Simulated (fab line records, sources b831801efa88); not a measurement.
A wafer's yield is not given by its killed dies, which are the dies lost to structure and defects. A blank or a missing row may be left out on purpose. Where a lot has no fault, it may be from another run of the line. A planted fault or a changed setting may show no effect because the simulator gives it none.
Split-lot experiment ; flow sfqLine ; 23 wafers read across 5 lots, on a route 325 steps long

## THE SPLIT
At SFQ_TRILAYER_I1_VIA_BARC_OPEN_VIA_ETCH_071 (etches BARC in O2, target depth 125 nm, time 41.7 s), the setting timeS was moved away from the recipe's 41.7 s on 6 of the 23 wafers read, by +3.8% to +13.6%. This setting was run at the recipe's value on the other wafers.

The split's own step is where the reading is taken.

## THE READING
KrF_of_TRILAYER_I1_VIA_LITHO_COAT_049.thkNm (the simulator's own value, which no gauge read), in nm, at SFQ_TRILAYER_I1_VIA_BARC_OPEN_VIA_ETCH_071 (etches BARC in O2, target depth 125 nm, time 41.7 s). There is no usual value for it anywhere in the file. Here, 17 wafers ran the recipe; their average is 572.0 nm with a standard deviation of 2.2 nm.

wafer;tool, chamber at the split;timeS as run, s;against the recipe;KrF_of_TRILAYER_I1_VIA_LITHO_COAT_049.thkNm, nm;against lot-mates on the recipe
L074.4;rieDiel-02, 1;41.7;recipe;569.8;-
L074.5;rieDiel-02, 3;41.7;recipe;568.5;-
L074.6;rieDiel-02, 2;41.7;recipe;570;-
L076.1;rieDiel-01, 1;41.7;recipe;572.4;-
L076.2;rieDiel-01, 3;41.7;recipe;573;-
L076.3;rieDiel-01, 2;41.7;recipe;572.8;-
L076.4;rieDiel-01, 0;41.7;recipe;576.6;-
L076.6;rieDiel-01, 2;41.7;recipe;572.6;-
L080.1;rieDiel-03, 2;41.7;recipe;569.1;-
L080.2;rieDiel-03, 1;41.7;recipe;568.1;-
L080.4;rieDiel-03, 1;46.44;+11.4%;564.9;-4.7
L080.5;rieDiel-03, 3;41.7;recipe;571.6;-
L080.6;rieDiel-03, 2;46.44;+11.4%;563.4;-6.2
L084.2;rieDiel-03, 3;47.38;+13.6%;566.3;-7.0
L084.3;rieDiel-03, 0;41.7;recipe;572.7;-
L084.4;rieDiel-03, 1;41.7;recipe;572.9;-
L084.5;rieDiel-03, 1;47.38;+13.6%;564.3;-9.0
L084.6;rieDiel-03, 2;41.7;recipe;574.2;-
L085.1;rieDiel-02, 2;43.28;+3.8%;570.1;-3.3
L085.2;rieDiel-02, 1;41.7;recipe;575.2;-
L085.3;rieDiel-02, 3;41.7;recipe;572;-
L085.5;rieDiel-02, 0;43.28;+3.8%;571.5;-1.9
L085.6;rieDiel-02, 1;41.7;recipe;572.9;-

FIT RESULTS
A straight line over all 23 wafers: KrF_of_TRILAYER_I1_VIA_LITHO_COAT_049.thkNm changes by -0.568 nm for each +1% of timeS; r = -0.79; the points scatter about the line by 2.2 nm.
The same after taking each lot's own level away (the mean of its wafers on the recipe; 23 wafers): -0.545 nm for each +1%; r = -0.91; scatter 1.3 nm.
The reading moves by 7.4 nm for the largest change in timeS, on that fit.
The span of the lots' own levels, 569.43 to 573.48 nm, comes to 1.8 times the standard deviation stated above.
So the lot-to-lot level blurs the effect unless lot-mates are compared.
Check: for one of the wafers moved furthest among these (+13.6%), held out of the fit, the line's prediction against its lot-mates is -7.65 nm. Against them it came out at -6.97 nm.

## FILE'S OWN FIT
KrF_of_TRILAYER_I1_VIA_LITHO_COAT_049.thkNm changes by -0.549 nm for each +1% of timeS, r = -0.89.
